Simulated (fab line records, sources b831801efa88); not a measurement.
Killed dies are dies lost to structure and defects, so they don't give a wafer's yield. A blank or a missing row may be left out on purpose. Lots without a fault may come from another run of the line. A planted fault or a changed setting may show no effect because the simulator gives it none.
Problem report in the 8D (eight disciplines) form, filled by code | flow sky130 | the parts of the form that need people (team, actions taken, sign-off) are left out

1. THE PROBLEM
SD_P_TW at SKY_SD_P_TW_MEAS_11 reads a mean of 2699 on 3 wafers of 2 lots; wafers without a fault read 2829 with a standard deviation of 18. That is -7.2 standard deviations from the usual mean.
First seen on wafer L878.4, day 31 00:32, on film_metro-03. The record holds 39 wafers of 13 lots with a number at this step. Rule for "out", or "out of limits": more than 4 standard deviations from the usual mean. The other wafers with a number count as sound.

2. WHAT IT IS AND WHAT IT IS NOT
question                    | is                           | is not
which readings at this step | SD_P_TW                      | -
which lots                  | L878, L879                   | L862, L864, L865, L866, L868, L870, L871, L872, L874, L884, L885
which wafers of those lots  | L878.4, L878.6, L879.6       | L878.5, L879.1, L879.5
read on which gauges        | film_metro-02, film_metro-03 | film_metro-04
when                        | from day 31 00:32            | up to then (28 sound wafers); but 8 sound wafers of L879, L884, L885 came after

3. SUSPECTS, AND WHAT RULES EACH OUT
Counting: a tool at a process step up to the reading stays a suspect if it ran every lot that is out. Sound lots after the first of them don't rule it out here, since some wafers of a struck lot are sound.
- the gauge at SKY_SD_P_TW_MEAS_11: ruled out. The wafers that are out were read on 2 gauges (film_metro-02, film_metro-03).
- implanter-03 at SKY_SD_P_IMPLANT_09: kept. It ran every lot that is out, first L878 (day 31 00:19); its last sound lot up to then is L874 (day 29 16:50).
- plasma_asher-04 at SKY_SD_P_STRIP_10 (strips in O2/N2): kept. It ran every lot that is out, first L878 (day 31 00:26); its last sound lot up to then is L872 (day 29 04:57). Its own readings are out on those wafers: strip_time_to_endpoint_s.
Left after counting: implanter-03 at SKY_SD_P_IMPLANT_09, plasma_asher-04 at SKY_SD_P_STRIP_10.

4. THE CAUSE (what the simulator had put in)
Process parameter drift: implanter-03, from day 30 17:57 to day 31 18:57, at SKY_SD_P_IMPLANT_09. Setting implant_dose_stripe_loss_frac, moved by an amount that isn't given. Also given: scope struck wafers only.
Counting left 2 suspects, and this tool is among them.

5. THE CHAIN OF EFFECTS, in route order
Each row: a reading whose mean over the struck wafers that have a number lies more than 3 standard deviations from the usual. Only readings for which the record gives a usual standard deviation are gone through. hours: the time from each lot's start at the first step in this table that gives one to its start at this step, as a median over the lots. sigmas: the change in usual standard deviations.
hours | step                | reading                  | usual        | on struck wafers | change | sigmas
0     | SKY_SD_P_STRIP_10   | strip_time_to_endpoint_s | 17.49 s      | 16.99            | -0.50  | -9.9
0     | SKY_SD_P_TW_MEAS_11 | SD_P_TW                  | 2829         | 2699             | -130   | -7.2
55    | SKY_SD_N_RS_MEAS_17 | SD_P_RS                  | 147.2 ohm/sq | 151.4            | +4.2   | +12
The process steps in it:
- SKY_SD_P_STRIP_10: strips in O2/N2.

6. WHAT WOULD HAVE CAUGHT IT SOONER
In this record the first reading out of limits at a measuring or inspecting step was taken at day 31 00:32, 7 hours after the fault began at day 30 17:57.
Of the tool readings at SKY_SD_P_IMPLANT_09 for which the record gives a usual standard deviation, none was out on any struck wafer, so an alarm limit of 4 standard deviations on them would not have fired.
Of the lots that are out (2), L879 began SKY_SD_P_IMPLANT_09 on implanter-03 after day 31 00:32. A hold on the tool at that time would have spared it.
